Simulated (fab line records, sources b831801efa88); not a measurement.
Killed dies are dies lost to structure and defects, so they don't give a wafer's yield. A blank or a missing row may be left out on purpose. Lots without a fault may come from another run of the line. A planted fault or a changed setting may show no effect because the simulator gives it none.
Which tool did it? | flow sky130 | 12 lots, 36 wafers sampled, at 2 steps of a route of 708

WHAT THE GAUGES READ, wafer by wafer
SKY_VIA4_OVL_MEAS_11.
lot  | measured     | on         | VIA4_OVL (nm)
L332 | day 42 14:41 | overlay-02 | 1.3 1.2 -1.0
L333 | day 43 03:08 | overlay-02 | 0.5 -1.8 -0.1
L335 | day 43 12:06 | overlay-02 | 0.2 0.1 0.4
L336 | day 45 04:28 | overlay-01 | 0.2 0.3 2.0
L341 | day 45 08:04 | overlay-01 | -0.7 1.1 -0.5
L343 | day 45 22:56 | overlay-02 | 0.6 0.2 0.9
L344 | day 46 06:05 | overlay-01 | -2.2 -1.7 -0.6
L348 | day 48 00:15 | overlay-02 | -0.1 1.5 1.7
L347 | day 48 00:33 | overlay-02 | -1.5 0.6 -1.3
L351 | day 48 06:58 | overlay-01 | 0.0 -1.6 -0.4
L353 | day 48 20:08 | overlay-01 | -0.6 0.6 -1.1
L354 | day 49 06:16 | overlay-01 | 1.4 -1.2 -1.1

WHICH TOOL RAN EACH LOT (tool, then ch and the chambers of the sampled wafers, then the start)
lot  | SKY_CAPM_CVD_00
L332 | pecvd-02 ch 0,1,2, day 36 10:27
L333 | pecvd-02 ch 0,1,2, day 36 16:41
L335 | pecvd-02 ch 0,1,2, day 37 06:42
L336 | pecvd-04 ch 1,2, day 39 01:11
L341 | pecvd-04 ch 1,2, day 39 06:53
L343 | pecvd-02 ch 1,2, day 39 23:48
L344 | pecvd-02 ch 0,1,2, day 40 06:58
L348 | pecvd-04 ch 0,2, day 42 10:27
L347 | pecvd-02 ch 0,1, day 42 11:02
L351 | pecvd-02 ch 0,2, day 42 21:14
L353 | pecvd-03 ch 0,2, day 43 08:25
L354 | pecvd-03 ch 0,1,2, day 44 01:26
- SKY_CAPM_CVD_00: deposits SiO2, target thk 15.5 nm.

WHAT THE TOOLS THEMSELVES READ (means of the sampled wafers that have a number; where no wafer has one, the mark that the record gives instead)
SKY_CAPM_CVD_00.
lot  | tool     | heater_power_w (W)
L332 | pecvd-02 | 778
L333 | pecvd-02 | 753
L335 | pecvd-02 | 763
L336 | pecvd-04 | 733
L341 | pecvd-04 | 720
L343 | pecvd-02 | 804
L344 | pecvd-02 | 723
L348 | pecvd-04 | 732
L347 | pecvd-02 | 709
L351 | pecvd-02 | 743
L353 | pecvd-03 | 809
L354 | pecvd-03 | 716

THE ANSWER, worked out from the rows above alone
Rule: what is usual is taken from the lots themselves. Put in order of their means at a reading, lots are off if they are a third of the lots or fewer, leave a main group of 4 or more, and stand apart from it by a gap of 3 or more times the standard deviation of the main group's means; of several such gaps the widest counts. A main group whose means are all the same, to the digits that the tables above print for the reading, isn't used. A lot without any number at a reading at which 4 lots or more have one is off too. The other lots that the step has rows for count as sound. The gauges are gone through in route order, then the tools' own readings, and for those a lot's mean is taken as printed above. The first step at which some lot is off is used, and at that step the reading that is off furthest; a lot without a number counts as furthest.
No lot is off at any reading shown: from this, nothing can be told.

WHAT THE SIMULATOR HAD PUT IN
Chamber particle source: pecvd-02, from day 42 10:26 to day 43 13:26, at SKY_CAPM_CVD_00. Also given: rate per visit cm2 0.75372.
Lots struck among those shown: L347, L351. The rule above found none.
